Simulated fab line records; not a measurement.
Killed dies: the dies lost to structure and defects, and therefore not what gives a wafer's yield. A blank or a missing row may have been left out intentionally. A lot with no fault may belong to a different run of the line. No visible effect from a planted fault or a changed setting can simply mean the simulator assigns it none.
8D (eight disciplines) problem report, filled in by code | flow sky130 | the parts of the form that need people (team, actions taken, sign-off) are left out

1. WHAT IS WRONG
At SKY_METAL4_METAL_ETCH_18, oes product au averages 0.919 a.u. over 9 wafers from 3 lots, while fault-free wafers read 0.865 a.u., standard deviation 0.0057. Measured from the usual mean, that is +9.4 standard deviations.
The step: etches the open film in Cl2/BCl3, stops on SiO2, target depth 845 nm, time 183.1 s.
Seen first at day 46 17:41 on rie metal-04, wafer L642.1. The record has a number at this step for 33 wafers belonging to 11 lots. Rule for "out", or "out of limits": more than 4 standard deviations from the usual mean. All remaining wafers that have a number are taken as sound.

2. WHAT IT IS, WHAT IT ISN'T
question                    | is                                       | is not
which readings at this step | oes product au                           | throttle valve pct
which lots                  | L642, L646, L647                         | L629, L632, L634, L635, L640, L641, L644, L649
which wafers of those lots  | all that have a number                   | -
read on which tools         | rie metal-02, rie metal-03, rie metal-04 | -
when                        | from day 46 17:41                        | up to then (18 sound wafers); but 6 sound wafers of L644, L649 came after

3. WHAT RULES OUT EACH SUSPECT
Counting: any tool at a process step up to the reading is kept as a suspect provided that every lot that is out went through it and no sound lot did after the first of them.
- pvd sputter-04 at SKY_METAL4_SPUTTER_02 (material AlCu, target thk 735 nm, time 39.1 s): kept. It ran every lot that is out, first L642 (day 44 23:52), and no sound lot after that; its last sound lot up to then is L641 (day 43 18:36).
- pvd sputter-04 at SKY_METAL4_SPUTTER_04 (material TiN, target thk 70 nm, time 58.3 s): kept. It ran every lot that is out, first L642 (day 44 23:56), and no sound lot after that; its last sound lot up to then is L641 (day 43 18:40).
The count leaves pvd sputter-04 at SKY_METAL4_SPUTTER_04 and pvd sputter-04 at SKY_METAL4_SPUTTER_02.

4. THE CAUSE (what the simulator had put in)
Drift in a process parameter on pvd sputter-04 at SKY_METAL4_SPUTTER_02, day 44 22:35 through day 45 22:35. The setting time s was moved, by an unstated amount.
Counting left 2 suspects, and this tool is among them.

5. THE CHAIN OF EFFECTS, in route order
Each row: a reading where the mean over the struck wafers with a number is more than 3 standard deviations away from the usual. Scope: only readings with a usual standard deviation given in the record; hours: median across lots of the time from each lot's start at the first step in this table that gives one to its start at this step; sigmas: change in usual standard deviations.
hours | step                     | reading        | usual      | on struck wafers | change | sigmas
0     | SKY_METAL4_METAL_ETCH_18 | oes product au | 0.865 a.u. | 0.919            | +0.054 | +9.4
It contains these process steps:
- SKY_METAL4_METAL_ETCH_18: etches the open film in Cl2/BCl3, stops on SiO2, target depth 845 nm, time 183.1 s.

6. WHAT WOULD HAVE CAUGHT IT SOONER
In this record no reading fell out of limits until day 46 17:41, 43 hours after the fault had begun at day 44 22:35.
Of the tool readings at SKY_METAL4_SPUTTER_02 for which the record gives a usual standard deviation, none was out on any struck wafer, so an alarm limit of 4 standard deviations on them would not have fired.
Each of the lots that are out, 3 in all, had begun SKY_METAL4_SPUTTER_02 on pvd sputter-04 no later than day 46 17:41. Holding the tool at that point would not have protected any of them.
